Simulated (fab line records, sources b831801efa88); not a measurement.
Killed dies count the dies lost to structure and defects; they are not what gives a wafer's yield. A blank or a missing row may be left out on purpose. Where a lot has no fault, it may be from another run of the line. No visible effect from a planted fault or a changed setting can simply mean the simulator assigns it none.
2 desks looking at one fault | flow sfqLine | each desk has only its own numbers; what lay behind them comes last

== METROLOGY DESK ==
Lot by lot, what the gauges showed, no matter which tool ran the lot: averages of those sampled wafers that carry a number. A lot is out of limits, marked OUT, if its mean lies more than 4 standard deviations from the usual mean; the brackets give that distance.
Columns: A = M4_NB_RS at SFQ_M4_RS_MEAS_924, usual 0.894 ohm/sq; B = M4_OVL at SFQ_M4_OVL_MEAS_926, usual -1 nm
lot  | first seen here | A     | B
L767 | day 43 23:55    | 0.889 | 2
L768 | day 44 07:08    | 0.898 | 6
L777 | day 47 08:25    | 0.895 | 7
L778 | day 47 16:47    | 0.886 | -4
L779 | day 48 04:38    | 0.892 | 2
L783 | day 49 23:54    | 0.905 | -1
L789 | day 52 12:09    | 0.896 | 5
Result from this desk: across the 7 lots, nothing is out of limits.

== DESK OF THE TOOL OWNER: rieMetal-03 ==
The tool's own readings at SFQ_TRILAYER_M4_ETCH_METAL_ETCH_096 (etches Nb in Cl2/Ar, stops on SiO2, target depth 240 nm, time 120 s): means of the sampled wafers that have a number, for each lot that ran on this tool. A lot is out of limits, marked OUT, if its mean lies more than 4 standard deviations from the usual mean; the brackets give that distance.
Columns: A = drypumpMotorCurrentA at SFQ_TRILAYER_M4_ETCH_METAL_ETCH_096, usual 5.86 A; B = oesProductAu at SFQ_TRILAYER_M4_ETCH_METAL_ETCH_096, usual 0.892 a.u.; C = runLengthS at SFQ_TRILAYER_M4_ETCH_METAL_ETCH_096, usual 148.6 s
lot  | first seen here | A    | B     | C
L767 | day 44 21:41    | 5.74 | 0.893 | 148.5
L777 | day 47 10:56    | 5.81 | 0.883 | 150.7
L778 | day 47 19:17    | 5.82 | 0.877 | 152.8 (+5.9) OUT
L779 | day 48 07:10    | 5.83 | 0.888 | 150.8
L789 | day 57 15:03    | 5.75 | 0.893 | 148.4
This desk's finding: out of limits on L778; first on L778, day 47 19:17 (runLengthS at SFQ_TRILAYER_M4_ETCH_METAL_ETCH_096). In limits: L767, L777, L779, L789.

== PUT TOGETHER ==
An alarm could have come from the tool owner's desk at day 47 19:17, on L778.
Nothing out of limits was seen by the metrology desk.
The metrology desk has L778 on record, within its limits.
Every lot named ran SFQ_TRILAYER_M4_ETCH_METAL_ETCH_096 on rieMetal-03.

== WHAT THE SIMULATOR PUT IN ==
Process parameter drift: rieMetal-03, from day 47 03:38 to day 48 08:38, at SFQ_TRILAYER_M4_ETCH_METAL_ETCH_096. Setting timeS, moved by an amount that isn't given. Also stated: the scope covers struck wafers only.
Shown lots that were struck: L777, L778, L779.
Delay in hours, fault start to first out-of-limits reading, by desk: the tool owner's desk at 16.
